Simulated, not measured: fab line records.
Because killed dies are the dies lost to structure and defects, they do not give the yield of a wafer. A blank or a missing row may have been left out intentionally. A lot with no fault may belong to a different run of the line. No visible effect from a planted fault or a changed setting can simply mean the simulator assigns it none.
fab line records    flow sky130
record lots=6  wafers=18  lastDay=50
route steps=708 shown SD_P@359 RES_XHIGH@360 SALICIDE@361 LI_CONTACT@362 PAD_OPEN@708
lots untouched by any fault: they come from a run of this same line in which no faults occurred
startH: start of the lot's first displayed wafer, in hours after the record's first day    waitH: time in hours since the lot's previous step    " the same as in the row above    L1.1+2: a row that stands for several wafers    - either no value or no given start    * or withheld: withheld    < > ~ a bound
route shown NAME@n: a module of which the file shows steps, and the number in the route of the first    usual: mean and standard deviation over wafers with no fault    same: alike in all rows    chamber/n: place in a boat    sites: per-site readings    _std_site: the values' standard deviation    _edge_site: the outer-site mean with the inner-site mean subtracted    radiusMm: for every site, how far away it sits from the centre of the wafer    mask NAME#n: copy n    behind: the most recent tool/chamber to have shaped the wafer    hold: why the lot went on hold/how many hours it stayed there/how the hold came to an end    device: transistor that didn't switch, given as n, p or np    end of line: the tests these same wafers got at the end of their route    where a step has no rows: the recipe by itself    killed: dies that structure and defects cost at the first sort, which is not the same as the wafer's yield    map: per-die view of a wafer (x killed, . not killed, _ where there is no die)
set.NAME: the setting that was run; set.NAME@STEP: the one run at that earlier step    model.NAME: the simulator's own value behind a step, which no gauge read
a table for each step, a row for each wafer; lots at some steps of the route
services: a tool's chamber out of use, with start hour (startH, from the record's first day; less than 0 if before it), hours out, and reason
## steps
# step SKY_SD_N_RS_MEAS_17
# recipe thkMeasGauge=four-point-probe
# usual SD_P_RS=147.0/0.43
lot.wafer  tool          chamber  startH  waitH  SD_P_RS[ohm/sq]
L459.3     filmMetro-02  -        761.11  0.1    147.1
L459.4     "             -        "       "      147.2
L459.5     "             -        "       "      147.4
L461.2     filmMetro-02  -        764.96  0.1    147.2
L461.3     "             -        "       "      147.2
L461.6     "             -        "       "      146.7
L460.3     filmMetro-02  -        768.71  0.1    146.5
L460.4     "             -        "       "      147.0
L460.6     "             -        "       "      146.9
L464.3     filmMetro-02  -        791.33  0.1    146.8
L464.4     "             -        "       "      146.8
L464.6     "             -        "       "      146.4
L466.1     filmMetro-02  -        803.44  0.1    146.8
L466.2     "             -        "       "      147.0
L466.4     "             -        "       "      146.7
L468.2     filmMetro-04  -        816.14  0.1    147.8
L468.4     "             -        "       "      147.7
L468.6     "             -        "       "      147.7
# step SKY_SD_N_RS_MEAS_18
# recipe thkMeasGauge=four-point-probe
# usual RES_XHIGH_RS=333.2/1.4
lot.wafer  tool          chamber  startH  waitH  RES_XHIGH_RS[ohm/sq]
L459.3     filmMetro-02  -        761.23  0.1    333.0
L459.4     "             -        "       "      334.3
L459.5     "             -        "       "      331.8
L461.2     filmMetro-02  -        765.08  0.1    330.2
L461.3     "             -        "       "      330.7
L461.6     "             -        "       "      331.2
L460.3     filmMetro-02  -        768.83  0.1    331.4
L460.4     "             -        "       "      330.7
L460.6     "             -        "       "      331.0
L464.3     filmMetro-02  -        791.45  0.1    333.0
L464.4     "             -        "       "      331.0
L464.6     "             -        "       "      333.1
L466.1     filmMetro-02  -        803.56  0.1    332.3
L466.2     "             -        "       "      332.2
L466.4     "             -        "       "      334.0
L468.2     filmMetro-04  -        816.26  0.1    334.0
L468.4     "             -        "       "      334.5
L468.6     "             -        "       "      334.4
# step SKY_SALICIDE_CLEAN_00
# recipe chemistry=HF-last  timeS=30  dilution=100:1  dry=ipaMarangoni
# step SKY_LI_CONTACT_HDPCVD_00
# recipe material=PSG  targetThkNm=930  sigmaOpenFrac=0.3  timeS=155  tempC=600  sih4FlowSccm=60  pressureMtorr=6
# step SKY_LI_CONTACT_THK_MEAS_01
# recipe reads=PSG_of_LI_CONTACT_HDPCVD_00
# usual LI_CONTACT_HDPCVD_THK=930/12
lot.wafer  tool          chamber  startH  waitH  LI_CONTACT_HDPCVD_THK[nm]
L459.3     filmMetro-02  -        761.45  0.1    931
L459.4     "             -        "       "      930
L459.5     "             -        "       "      941
L461.2     filmMetro-01  -        765.37  0.1    929
L461.3     "             -        "       "      928
L461.6     "             -        "       "      930
L460.3     filmMetro-04  -        769.10  0.1    930
L460.4     "             -        "       "      933
L460.6     "             -        "       "      931
L464.3     filmMetro-04  -        791.67  0.1    918
L464.4     "             -        "       "      926
L464.6     "             -        "       "      914
L466.1     filmMetro-04  -        803.80  0.1    940
L466.2     "             -        "       "      946
L466.4     "             -        "       "      938
L468.2     filmMetro-01  -        816.54  0.1    927
L468.4     "             -        "       "      927
L468.6     "             -        "       "      919
# step SKY_LI_CONTACT_CMP_02
# recipe material=PSG  downForcePsi=4  platenRpm=60  padVelocityMS=0.94248
# usual motorCurrentA=12.3/1  timeToEndpointS=33/3.1
lot.wafer  tool    chamber  startH  waitH  motorCurrentA  timeToEndpointS
L459.4     cmp-01  0        761.67  0.2    13.4           36
L459.3     "       3        "       "      11.3           34
L459.5     "       1        "       "      11.1           36
L461.3     cmp-01  3        765.42  0.0    10.9           34
L461.2     "       2        "       "      11.6           33
L461.6     "       0        "       "      12.9           33
L460.4     cmp-01  3        769.19  0.1    10.7           29
L460.3     "       1        "       "      10.9           34
L460.6     "       2        "       "      12.3           32
L464.4     cmp-02  2        791.71  0.0    13.3           30
L464.3     "       3        "       "      11.9           31
L464.6     "       3        "       "      11.7           30
L466.4     cmp-01  3        803.86  0.0    10.6           35
L466.2     "       0        "       "      13.4           40
L466.1     "       1        "       "      11.0           36
L468.4     cmp-02  0        816.59  0.0    12.3           32
L468.2     "       2        "       "      13.0           32
L468.6     "       0        "       "      12.1           30
# step SKY_LI_CONTACT_BOW_MEAS_03
# recipe mode=bow
# usual LI_CONTACT_BOW=56/6.8
lot.wafer  tool          chamber  startH  waitH  LI_CONTACT_BOW[um]
L459.3     filmMetro-02  -        762.01  0.1    53
L459.4     "             -        "       "      53
L459.5     "             -        "       "      51
L461.2     filmMetro-04  -        765.74  0.1    65
L461.3     "             -        "       "      55
L461.6     "             -        "       "      48
L460.3     filmMetro-01  -        769.48  0.1    56
L460.4     "             -        "       "      53
L460.6     "             -        "       "      50
L464.3     filmMetro-01  -        792.05  0.2    57
L464.4     "             -        "       "      59
L464.6     "             -        "       "      59
L466.1     filmMetro-04  -        804.16  0.1    52
L466.2     "             -        "       "      55
L466.4     "             -        "       "      60
L468.2     filmMetro-04  -        816.97  0.2    46
L468.4     "             -        "       "      57
L468.6     "             -        "       "      51
# step SKY_LI_CONTACT_DEHYDRATE_04
# recipe tempC=200  timeS=60
# step SKY_LI_CONTACT_HMDS_05
# recipe primeTimeS=60  primeTempC=120
# step SKY_LI_CONTACT_COAT_06
# recipe resist=BARC  tempC=withheld  timeS=withheld  spinRpm=3000  resistThkNm=60
# step SKY_LI_CONTACT_COAT_07
# recipe resist=KrF-thick  spinRpm=3000  resistThkNm=450
# step SKY_LI_CONTACT_SOFTBAKE_08
# recipe tempC=100  timeS=90  resist=KrF-thick
# step SKY_LI_CONTACT_EXPOSE_09
# recipe maskId=LICM1  na=0.8  sourceShape=annular  sigmaInner=0.55  sigmaOuter=0.85  targetCdNm=170  doseMj=38
lot.wafer   tool           chamber  startH  waitH  mask
L459.3+4+5  krfScanner-01  0        776.40  -      LICM1#0
L461.2+3+6  krfScanner-01  0        780.15  -      LICM1#0
L460.3+4+6  krfScanner-01  0        783.50  -      LICM1#0
L464.3+4+6  krfScanner-01  0        805.80  -      LICM1#0
L466.1+2+4  krfScanner-01  0        816.08  -      LICM1#0
L468.2+4+6  krfScanner-02  0        828.60  -      LICM1#0
# step SKY_LI_CONTACT_PEB_10
# recipe pebTempC=withheld  pebTimeS=withheld  resist=KrF-thick
# step SKY_LI_CONTACT_DEVELOP_11
# recipe developTimeS=60  resist=KrF-thick  devTempC=21
# step SKY_LI_CONTACT_CD_MEAS_12
# recipe targetCdNm=170
# usual cdNm=170.5/1.8
lot.wafer  tool      chamber  startH  waitH  cdNm
L459.3     cdSem-01  -        789.09  -      171.3
L459.4     "         -        "       "      170.1
L459.5     "         -        "       "      170.2
L461.2     cdSem-02  -        791.95  -      169.1
L461.3     "         -        "       "      169.4
L461.6     "         -        "       "      169.3
L460.3     cdSem-01  -        795.52  -      172.6
L460.4     "         -        "       "      172.7
L460.6     "         -        "       "      171.6
L464.3     cdSem-02  -        817.35  -      149.2
L464.4     "         -        "       "      114.4
L464.6     "         -        "       "      124.4
L466.1     cdSem-01  -        827.40  -      160.4
L466.2     "         -        "       "      164.8
L466.4     "         -        "       "      112.0
L468.2     cdSem-01  -        841.63  -      170.8
L468.4     "         -        "       "      170.3
L468.6     "         -        "       "      169.5
# step SKY_LI_CONTACT_OVL_MEAS_13
# usual LI_CONTACT_OVL=-6/5.5
lot.wafer  tool        chamber  startH  waitH  LI_CONTACT_OVL[nm]
L459.3     overlay-01  -        789.18  0.1    -7
L459.4     "           -        "       "      0
L459.5     "           -        "       "      -7
L461.2     overlay-02  -        792.06  0.1    -2
L461.3     "           -        "       "      -5
L461.6     "           -        "       "      -6
L460.3     overlay-01  -        795.62  0.1    -8
L460.4     "           -        "       "      -6
L460.6     "           -        "       "      -1
L464.3     overlay-02  -        817.44  0.1    -4
L464.4     "           -        "       "      -3
L464.6     "           -        "       "      -6
L466.1     overlay-02  -        827.52  0.1    -5
L466.2     "           -        "       "      -5
L466.4     "           -        "       "      -9
L468.2     overlay-01  -        841.74  0.1    -7
L468.4     "           -        "       "      -10
L468.6     "           -        "       "      -8
# step SKY_LI_CONTACT_ETCH_14
# recipe chemistry=N2/H2  target=BARC  ionEnergyEv=200  sourceW=500  biasW=100  pressureMtorr=30  n2FlowSccm=100  h2FlowSccm=200  stopOn=SiO2  timeS=45.9  targetDepthA=600
# usual drypumpMotorCurrentA=5.9/0.48  h2FlowSccm=200.0/0.57  n2FlowSccm=100.1/0.31  oesProductAu=0.855/0.0044  throttleValvePct=13.225/0.0092
lot.wafer  tool        chamber  startH  waitH  drypumpMotorCurrentA  h2FlowSccm  n2FlowSccm  oesProductAu  rfHoursCounterH  throttleValvePct  model.LI_CONTACT.cdNm
L459.3     rieDiel-02  0        789.21  0.0    5.6                   200.7       99.9        0.856         18               13.225            170.9
L459.4     "           1        "       "      6.1                   199.1       99.9        0.858         15               13.226            170.2
L459.5     "           1        "       "      6.1                   199.3       99.9        0.858         -                13.234            171.5
L461.2     rieDiel-02  0        792.09  0.0    5.6                   200.1       100.4       0.853         18               13.228            168.5
L461.3     "           3        "       "      6.4                   199.6       100.1       0.856         33               13.232            168.7
L461.6     "           0        "       "      5.6                   200.0       100.9       0.853         -                13.239            169.1
L460.3     rieDiel-02  1        795.64  0.0    6.1                   199.4       99.7        0.859         16               13.231            172
L460.4     "           3        "       "      6.4                   199.5       100.0       0.850         33               13.212            172
L460.6     "           3        "       "      6.4                   199.6       100.2       0.853         -                13.236            171.2
L464.3     rieDiel-02  0        817.49  0.0    5.6                   199.5       99.9        0.858         -                13.220            149.8
L464.4     "           1        "       "      6.1                   200.1       99.9        0.858         -                13.233            115.3
L464.6     "           1        "       "      6.1                   200.1       100.2       0.859         -                13.216            125.1
L466.1     rieDiel-01  0        827.56  0.0    5.2                   199.5       99.9        0.853         14               13.227            160.8
L466.2     "           2        "       "      5.6                   200.5       99.6        0.855         9                13.229            166.3
L466.4     "           1        "       "      5.4                   199.3       100.3       0.852         17               13.220            112.1
L468.2     rieDiel-02  2        841.77  0.0    6.4                   200.5       99.9        0.849         14               13.214            170.9
L468.4     "           3        "       "      6.4                   200.6       100.3       0.849         0                13.233            170.2
L468.6     "           1        "       "      6.1                   199.2       99.6        0.847         -                13.230            169.3
# step SKY_LI_CONTACT_ETCH_15
# recipe target=PSG  chemistry=C4F8/O2/Ar  stopOn=Si  taperDeg=4.15  maskMaterial=KrF-thick  sourceW=1500  biasW=1200  pressureMtorr=40  c4f8FlowSccm=withheld  O2_flow_sccm=6  Ar_flow_sccm=300  timeS=withheld  targetDepthA=6000
# usual oesProductAu=0.838/0.0041
lot.wafer  tool        chamber  startH  waitH  oesProductAu  model.LI_CONTACT.cdNm
L459.3     rieDiel-02  0        789.25  0.0    0.837         170.9
L459.4     "           1        "       "      0.837         169.5
L459.5     "           1        "       "      0.835         170.8
L461.2     rieDiel-02  0        792.13  0.0    0.841         168.5
L461.3     "           3        "       "      0.837         168.9
L461.6     "           0        "       "      0.845         169
L460.3     rieDiel-02  1        795.68  0.0    0.840         171.6
L460.4     "           3        "       "      0.837         172.9
L460.6     "           3        "       "      0.853         172.4
L464.3     rieDiel-02  0        817.57  0.1    0.835         150
L464.4     "           1        "       "      0.838         114.7
L464.6     "           1        "       "      0.834         124.8
L466.1     rieDiel-01  0        827.60  0.0    0.831         160.8
L466.2     "           2        "       "      0.837         167.3
L466.4     "           1        "       "      0.839         112.3
L468.2     rieDiel-02  2        841.81  0.0    0.845         170.2
L468.4     "           3        "       "      0.835         170.2
L468.6     "           1        "       "      0.833         169.1
# step SKY_LI_CONTACT_STRIP_16
# recipe chemistry=O2/N2  powerW=1400  pressureMtorr=1500  platenTempC=withheld  o2FlowSccm=3000  n2FlowSccm=300  overashFraction=0.5
# usual drypumpMotorCurrentA=5.6/0.39  n2FlowSccm=300.1/0.94  oesProductAu=0.375/0.0049  stripTimeToEndpointS=3.50/0.039
lot.wafer  tool            chamber  startH  waitH  drypumpMotorCurrentA  n2FlowSccm  oesProductAu  rfHoursCounterH  stripTimeToEndpointS
L459.3     plasmaAsher-03  1        789.37  -      5.8                   300.6       0.371         -                3.54
L459.4     "               0        "       "      5.0                   300.7       0.374         -                3.50
L459.5     "               0        "       "      5.0                   300.7       0.374         -                3.51
L461.2     plasmaAsher-03  1        792.22  -      5.9                   302.0       0.378         94               3.53
L461.3     "               0        "       "      5.0                   301.3       0.379         -                3.45
L461.6     "               1        "       "      5.8                   301.1       0.369         -                3.53
L460.3     plasmaAsher-01  0        795.80  -      5.7                   301.4       0.367         -                3.52
L460.4     "               1        "       "      6.1                   299.2       0.373         -                3.45
L460.6     "               0        "       "      5.7                   300.9       0.378         -                3.46
L464.3     plasmaAsher-04  1        817.69  -      5.3                   298.8       0.365         -                3.50
L464.4     "               0        "       "      5.8                   299.7       0.375         -                3.52
L464.6     "               0        "       "      5.8                   301.4       0.372         -                3.52
L466.1     plasmaAsher-04  1        827.69  -      5.3                   300.0       0.371         69               3.50
L466.2     "               0        "       "      5.8                   300.4       0.369         69               3.47
L466.4     "               1        "       "      5.3                   300.5       0.381         -                3.44
L468.2     plasmaAsher-03  0        841.89  -      4.9                   300.0       0.371         99               3.47
L468.4     "               0        "       "      4.9                   300.4       0.370         -                3.49
L468.6     "               1        "       "      5.8                   301.3       0.378         -                3.54
# step SKY_PAD_OPEN_PROBE_99
# usual killed_at_M0_to_M3=43/6.8  killed_at_M4_up=3.2/1.8  killedAtContacts=24/6.2  killedAtFrontEnd=15/4.7  killedAtOther=0.4/0.63  killedDies=86/9.6  killedOnRim=17/3.9  killedOpen=47/6.9  killedShort=39/6.3
# same grossDies=492  killedAtBackSide=0
lot.wafer  tool       chamber  startH   waitH  killed_at_M0_to_M3  killed_at_M4_up  killedAtContacts  killedAtFrontEnd  killedAtOther  killedDies  killedOnRim  killedOpen  killedShort
L459.3     prober-02  -        1156.96  0.2    36                  4                38                22                0              100         18           49          51
L459.4     prober-02  -        1157.01  0.2    49                  3                32                13                0              97          19           54          43
L459.5     prober-02  -        1157.06  0.2    37                  4                22                18                0              81          16           38          43
L460.3     prober-02  -        1160.98  0.2    49                  2                25                16                0              92          19           53          39
L460.6     prober-02  -        1161.13  0.2    49                  2                15                13                1              80          18           44          34
L464.3     prober-01  -        1176.11  0.2    52                  2                41                15                1              111         20           54          39
L464.4     prober-01  -        1176.16  0.2    41                  3                434               14                0              492         96           48          35
L464.6     prober-01  -        1176.26  0.2    48                  3                419               17                1              488         96           58          34
L466.1     prober-01  -        1178.86  0.1    43                  1                19                15                1              79          14           42          37
L466.2     prober-01  -        1178.91  0.1    45                  5                24                19                0              93          21           53          39
L466.4     prober-01  -        1179.01  0.2    47                  3                430               12                0              492         96           48          37
# killed by level:class
L459.3 CONTACT:geometricParticle:short=15 CONTACT:geometricParticle:open=12 POLY_GATE:geometricParticle:short=9 LI_CONTACT:geometricParticle:open=8 VIA1:geometricParticle:open=8 METAL1:geometricParticle:short=4 VIA1:geometricParticle:short=4 VIA3:geometricParticle:open=4
L459.4 VIA1:geometricParticle:open=19 CONTACT:geometricParticle:open=11 METAL2:geometricParticle:short=9 LI_CONTACT:geometricParticle:open=8 LOCAL_INTERCONNECT:geometricParticle:short=6 VIA2:geometricParticle:open=5 CONTACT:geometricParticle:short=4 VIA1:geometricParticle:short=4
L459.5 CONTACT:geometricParticle:open=11 POLY_GATE:geometricParticle:short=7 VIA1:geometricParticle:short=6 VIA1:geometricParticle:open=5 VIA3:geometricParticle:short=5 VIA2:geometricParticle:open=4 METAL2:geometricParticle:short=4 FIELD_ISO:geometricParticle:short=3
L460.3 VIA1:geometricParticle:open=14 CONTACT:geometricParticle:open=12 FIELD_ISO:geometricParticle:short=7 VIA2:geometricParticle:open=7 VIA1:geometricParticle:short=6 LI_CONTACT:geometricParticle:open=5 VIA3:geometricParticle:open=5 METAL2:geometricParticle:short=5
L460.6 VIA2:geometricParticle:open=11 VIA1:geometricParticle:open=10 VIA3:geometricParticle:open=7 METAL1:geometricParticle:short=6 CONTACT:geometricParticle:short=5 FIELD_ISO:geometricParticle:short=4 CONTACT:geometricParticle:open=4 METAL3:geometricParticle:short=4
L464.3 LI_CONTACT:areaExpose=18 VIA3:geometricParticle:open=12 CONTACT:geometricParticle:open=8 VIA1:geometricParticle:open=8 METAL1:geometricParticle:short=7 LI_CONTACT:geometricParticle:open=6 VIA2:geometricParticle:open=6 CONTACT:geometricParticle:short=5
L464.4 LI_CONTACT:areaExpose=408 LI_CONTACT:geometricParticle:open=13 VIA1:geometricParticle:open=12 CONTACT:geometricParticle:short=6 VIA2:geometricParticle:open=6 VIA3:geometricParticle:open=6 CONTACT:geometricParticle:open=5 METAL1:geometricParticle:short=5
L464.6 LI_CONTACT:areaExpose=396 VIA1:geometricParticle:open=10 CONTACT:geometricParticle:open=10 VIA3:geometricParticle:open=10 LI_CONTACT:geometricParticle:open=8 VIA2:geometricParticle:open=7 METAL2:geometricParticle:short=6 POLY_GATE:geometricParticle:short=5
L466.1 VIA1:geometricParticle:open=9 LI_CONTACT:geometricParticle:open=7 VIA2:geometricParticle:open=7 VIA1:geometricParticle:short=6 LOCAL_INTERCONNECT:geometricParticle:short=5 CONTACT:geometricParticle:open=5 VIA2:geometricParticle:short=5 METAL1:geometricParticle:short=5
L466.2 CONTACT:geometricParticle:open=12 VIA2:geometricParticle:open=9 VIA3:geometricParticle:open=8 LI_CONTACT:geometricParticle:open=6 VIA1:geometricParticle:open=6 FIELD_ISO:geometricParticle:short=5 VIA1:geometricParticle:short=5 POLY_GATE:geometricParticle:short=4
L466.4 LI_CONTACT:areaExpose=406 VIA1:geometricParticle:open=9 LI_CONTACT:geometricParticle:open=8 VIA3:geometricParticle:open=8 CONTACT:geometricParticle:open=7 METAL1:geometricParticle:short=6 CONTACT:geometricParticle:short=5 METAL2:geometricParticle:short=5
# map L464.4 (x killed, . not)
__________xxxxxxxxxx_________
________xxxxxxxxxxxxxx_______
______xxxxxxxxxxxxxxxxxx_____
_____xxxxxxxxxxxxxxxxxxxx____
____xxxxxxxxxxxxxxxxxxxxxx___
___xxxxxxxxxxxxxxxxxxxxxxxx__
__xxxxxxxxxxxxxxxxxxxxxxxxxx_
_xxxxxxxxxxxxxxxxxxxxxxxxxxxx
_xxxxxxxxxxxxxxxxxxxxxxxxxxxx
_xxxxxxxxxxxxxxxxxxxxxxxxxxxx
_xxxxxxxxxxxxxxxxxxxxxxxxxxxx
_xxxxxxxxxxxxxxxxxxxxxxxxxxxx
_xxxxxxxxxxxxxxxxxxxxxxxxxxxx
_xxxxxxxxxxxxxxxxxxxxxxxxxxxx
_xxxxxxxxxxxxxxxxxxxxxxxxxxxx
__xxxxxxxxxxxxxxxxxxxxxxxxxx_
___xxxxxxxxxxxxxxxxxxxxxxxx__
____xxxxxxxxxxxxxxxxxxxxxx___
_____xxxxxxxxxxxxxxxxxxxx____
______xxxxxxxxxxxxxxxxxx_____
________xxxxxxxxxxxxxx_______
__________xxxxxxxxxx_________
# map L466.4 (x killed, . not)
__________xxxxxxxxxx_________
________xxxxxxxxxxxxxx_______
______xxxxxxxxxxxxxxxxxx_____
_____xxxxxxxxxxxxxxxxxxxx____
____xxxxxxxxxxxxxxxxxxxxxx___
___xxxxxxxxxxxxxxxxxxxxxxxx__
__xxxxxxxxxxxxxxxxxxxxxxxxxx_
_xxxxxxxxxxxxxxxxxxxxxxxxxxxx
_xxxxxxxxxxxxxxxxxxxxxxxxxxxx
_xxxxxxxxxxxxxxxxxxxxxxxxxxxx
_xxxxxxxxxxxxxxxxxxxxxxxxxxxx
_xxxxxxxxxxxxxxxxxxxxxxxxxxxx
_xxxxxxxxxxxxxxxxxxxxxxxxxxxx
_xxxxxxxxxxxxxxxxxxxxxxxxxxxx
_xxxxxxxxxxxxxxxxxxxxxxxxxxxx
__xxxxxxxxxxxxxxxxxxxxxxxxxx_
___xxxxxxxxxxxxxxxxxxxxxxxx__
____xxxxxxxxxxxxxxxxxxxxxx___
_____xxxxxxxxxxxxxxxxxxxx____
______xxxxxxxxxxxxxxxxxx_____
________xxxxxxxxxxxxxx_______
__________xxxxxxxxxx_________
## services
tool            chamber  startH  hours  kind
plasmaAsher-01  0        742.75  -      clean
plasmaAsher-01  1        742.75  -      clean
krfScanner-02   -        744.75  4.4    pm
krfScanner-01   -        749.97  1.0    pm
cmp-01          -        757.05  4.0    pm
cmp-01          -        761.05  -      consumableReplace:conditioner
cmp-01          -        761.05  -      consumableReplace:pad
cmp-02          -        761.05  9.3    pm
krfScanner-02   -        769.18  4.0    pm
krfScanner-02   -        776.66  2.2    repair
rieDiel-02      -        780.89  0.5    repair
rieDiel-01      0        784.14  9.5    repair
krfScanner-02   -        784.69  1.0    pm
rieDiel-01      -        791.67  2.8    pm
rieDiel-02      3        798.42  -      clean
rieDiel-02      3        798.42  28.9   scheduledDown
rieDiel-02      3        798.42  28.9   ventCycle
rieDiel-02      2        814.58  6.8    repair
rieDiel-01      0        818.92  8.0    repair
krfScanner-01   -        820.54  0.8    pm
cmp-02          -        822.07  1.0    repair
krfScanner-02   -        824.29  0.8    pm
krfScanner-01   -        827.67  7.0    repair
plasmaAsher-01  -        838.92  3.3    repair
## key
firstSign step=SKY_LI_CONTACT_CD_MEAS_12  reading=cdNm  direction=down  sigmas=19  usual=170.5  struck=137.6
effect step=SKY_PAD_OPEN_PROBE_99  reading=killedAtContacts  direction=up  sigmas=33  usual=24  struck=228  wafersMoved=4
modelEffect step=SKY_LI_CONTACT_ETCH_14  value=LI_CONTACT.cdNm  without=170.9  struck=138.2
modelEffect step=SKY_LI_CONTACT_ETCH_15  value=LI_CONTACT.cdNm  without=171  struck=138.3
moreKillsBornAt SKY_LI_CONTACT_EXPOSE_09@krfScanner-01=1228
metAt SKY_LI_CONTACT_EXPOSE_09
struckWafers L464.3,L464.4,L464.6,L466.1,L466.2,L466.4
laterRowsLeftOut L464.4,L464.6,L466.4
testerLeftOut L464,L466
onsetBetween 783.50 805.80
fault kind=processParameterDrift  tool=krfScanner-01  chamber=-  onsetH=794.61  steps=SKY_LI_CONTACT_EXPOSE_09  channel=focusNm  offset=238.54  spreadByWafer=0.3  shape=step  endH=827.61
# testerLeftOut: of these lots the tester's yield and bins aren't shown, on N5 and GAA mostly nor the transistor test; their killed dies are dies lost to structure and defects alone, not to doping, threshold or leakage, so they don't give the yield
# laterRowsLeftOut: the simulator's readings of these wafers behind a module that went badly wrong aren't trusted and aren't shown, but for the sort
